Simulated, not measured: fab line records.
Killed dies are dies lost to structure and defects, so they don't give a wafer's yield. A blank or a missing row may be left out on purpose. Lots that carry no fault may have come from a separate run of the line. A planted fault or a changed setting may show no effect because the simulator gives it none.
Which of the tools did it? | flow sky130 | 30 wafers from 10 lots sampled at 5 of the route's 708 steps

== WHAT THE GAUGES READ, wafer by wafer ==
SKY_CAP2M_THK_MEAS_01.
lot  | measured     | on            | CAP2M_CVD_00_THK (nm)
L125 | day 40 09:37 | film_metro-03 | 14.68 15.24 15.05
L126 | day 40 13:31 | film_metro-01 | 15.07 15.33 15.49
L129 | day 41 07:36 | film_metro-02 | 15.32 15.28 15.29
L130 | day 41 10:56 | film_metro-01 | 15.30 15.17 15.56
L135 | day 43 03:52 | film_metro-02 | 15.38 15.54 15.87
L136 | day 43 09:46 | film_metro-03 | 13.10 13.56 13.35
L137 | day 43 14:13 | film_metro-01 | 13.59 13.58 13.82
L143 | day 44 22:52 | film_metro-02 | 15.39 15.48 15.50
L148 | day 46 11:52 | film_metro-03 | 15.30 15.52 15.65
L147 | day 46 16:52 | film_metro-03 | 15.30 15.56 15.54

SKY_CAP2M_THK_MEAS_04: measures by xrf.
lot  | measured     | on            | CAP2M_TIN_THK (nm)
L125 | day 40 09:55 | film_metro-03 | 200.7 203.4 202.3
L126 | day 40 13:49 | film_metro-01 | 201.2 199.0 199.4
L129 | day 41 07:53 | film_metro-03 | 204.7 203.3 201.6
L130 | day 41 11:14 | film_metro-02 | 200.2 201.8 200.3
L135 | day 43 04:10 | film_metro-03 | 204.6 202.2 204.0
L136 | day 43 10:04 | film_metro-01 | 201.8 202.5 199.6
L137 | day 43 14:31 | film_metro-02 | 198.4 198.7 198.9
L143 | day 44 23:09 | film_metro-01 | 199.9 201.3 202.3
L148 | day 46 12:11 | film_metro-02 | 201.2 202.6 200.5
L147 | day 46 17:10 | film_metro-03 | 199.9 202.0 202.4

== WHAT TOOL EACH LOT RAN ON (gives the tool, then ch and the chambers of the sampled wafers, and finally the start) ==
lot  | SKY_VIA3_SPUTTER_20          | SKY_VIA3_CMP_24               | SKY_CAP2M_CVD_00
L125 | pvd_sputter-01, day 40 08:47 | cmp-02 ch 0,1, day 40 09:08   | pecvd-02 ch 0,1,2, day 40 09:36
L126 | pvd_sputter-04, day 40 12:40 | cmp-01 ch 1,2,3, day 40 13:05 | pecvd-02 ch 0,2, day 40 13:29
L129 | pvd_sputter-02, day 41 06:45 | cmp-02 ch 0,2,3, day 41 07:13 | pecvd-02 ch 0,1,2, day 41 07:34
L130 | pvd_sputter-04, day 41 10:05 | cmp-01 ch 1,3, day 41 10:27   | pecvd-04 ch 0,2, day 41 10:55
L135 | pvd_sputter-01, day 43 03:01 | cmp-01 ch 0,1,2, day 43 03:23 | pecvd-01 ch 0,2, day 43 03:50
L136 | pvd_sputter-01, day 43 08:55 | cmp-01 ch 0,3, day 43 09:16   | pecvd-02 ch 0,1, day 43 09:44
L137 | pvd_sputter-01, day 43 13:23 | cmp-01 ch 0,2,3, day 43 13:47 | pecvd-02 ch 1,2, day 43 14:12
L143 | pvd_sputter-02, day 44 22:01 | cmp-02 ch 0,1,2, day 44 22:29 | pecvd-04 ch 0,1,2, day 44 22:50
L148 | pvd_sputter-02, day 46 11:01 | cmp-02 ch 1,2, day 46 11:23   | pecvd-01 ch 2, day 46 11:50
L147 | pvd_sputter-04, day 46 15:59 | cmp-02 ch 0,1, day 46 16:25   | pecvd-01 ch 1,2, day 46 16:49
- SKY_VIA3_SPUTTER_20: material TiN, target thk 20 nm, time 80 s.
- SKY_VIA3_CMP_24: polishes, stops on SiO2, t overpolish 20 s, target thk 0 nm.
- SKY_CAP2M_CVD_00: deposits SiO2, target thk 15.5 nm.

== WHAT THE TOOLS THEMSELVES READ (means of the sampled wafers that have a number; where no wafer has one, the mark that the record gives instead) ==
SKY_VIA3_SPUTTER_20.
lot  | tool           | cathode_dc_power_W (W) | throttle_valve_pct (%)
L125 | pvd_sputter-01 | 4000.3                 | 30.2
L126 | pvd_sputter-04 | 4000.4                 | 30.8
L129 | pvd_sputter-02 | 3999.3                 | 30.7
L130 | pvd_sputter-04 | 3999.6                 | 30.5
L135 | pvd_sputter-01 | 4000.6                 | 30.3
L136 | pvd_sputter-01 | 3999.6                 | 29.6
L137 | pvd_sputter-01 | 3999.4                 | 29.5
L143 | pvd_sputter-02 | 4000.1                 | 30.1
L148 | pvd_sputter-02 | 4000.7                 | 29.9
L147 | pvd_sputter-04 | 3999.8                 | 30.2

SKY_VIA3_CMP_24.
lot  | tool   | motor_current_A (A) | overpolish_run_s (s) | slurry_filter_dp_kPa (kPa) | time_to_endpoint_s (s)
L125 | cmp-02 | 11.4                | 20.000               | 13.53                      | 102
L126 | cmp-01 | 11.8                | 20.000               | 13.56                      | 90
L129 | cmp-02 | 10.2                | 20.003               | 13.52                      | 92
L130 | cmp-01 | 11.0                | 20.001               | 13.43                      | 96
L135 | cmp-01 | 12.3                | 19.990               | 13.46                      | 93
L136 | cmp-01 | 11.6                | 19.997               | 13.56                      | 98
L137 | cmp-01 | 12.6                | 20.002               | 13.48                      | 91
L143 | cmp-02 | 10.8                | 20.001               | 13.42                      | 94
L148 | cmp-02 | 10.4                | 20.000               | 13.40                      | 98
L147 | cmp-02 | 11.5                | 20.006               | 13.45                      | 103

SKY_CAP2M_CVD_00.
lot  | tool     | heater_power_w (W)
L125 | pecvd-02 | 781
L126 | pecvd-02 | 826
L129 | pecvd-02 | 747
L130 | pecvd-04 | 746
L135 | pecvd-01 | 681
L136 | pecvd-02 | 735
L137 | pecvd-02 | 787
L143 | pecvd-04 | 703
L148 | pecvd-01 | 792
L147 | pecvd-01 | 727

== THE ANSWER, worked out from the rows above alone ==
Rule: the lots themselves supply what counts as usual. The widest of any qualifying gaps counts: lots, ordered by their means at a reading, are off when they make up no more than a third of the lots, leave a main group of 4 or more, and stand apart from it by 3 or more times the standard deviation of that group's means. Not used: any main group whose means are identical at the precision the tables above print for the reading. Also off: a lot with no number at a reading for which 4 or more lots have one. The other lots that the step has rows for count as sound. Order of review: gauges by route order, followed by the tools' own readings, for which a lot's mean as printed above is used. At the first step where some lot is off, the reading lying furthest off is the one used; lots without a number count as furthest.
Off: at SKY_CAP2M_THK_MEAS_01 (CAP2M_CVD_00_THK), L136, L137. For the main group the mean is 15.37 nm and the standard deviation 0.17.
A tool fits if, at a process step before that reading, it ran every lot that is off, and no sound lot after the first of them. Those tools and the gauges at SKY_CAP2M_THK_MEAS_01 are tried in the same way. Can't be told from this: 3 tools fit, pvd_sputter-01 at SKY_VIA3_SPUTTER_20, cmp-01 at SKY_VIA3_CMP_24, pecvd-02 at SKY_CAP2M_CVD_00.

== WHAT THE SIMULATOR HAD PUT IN ==
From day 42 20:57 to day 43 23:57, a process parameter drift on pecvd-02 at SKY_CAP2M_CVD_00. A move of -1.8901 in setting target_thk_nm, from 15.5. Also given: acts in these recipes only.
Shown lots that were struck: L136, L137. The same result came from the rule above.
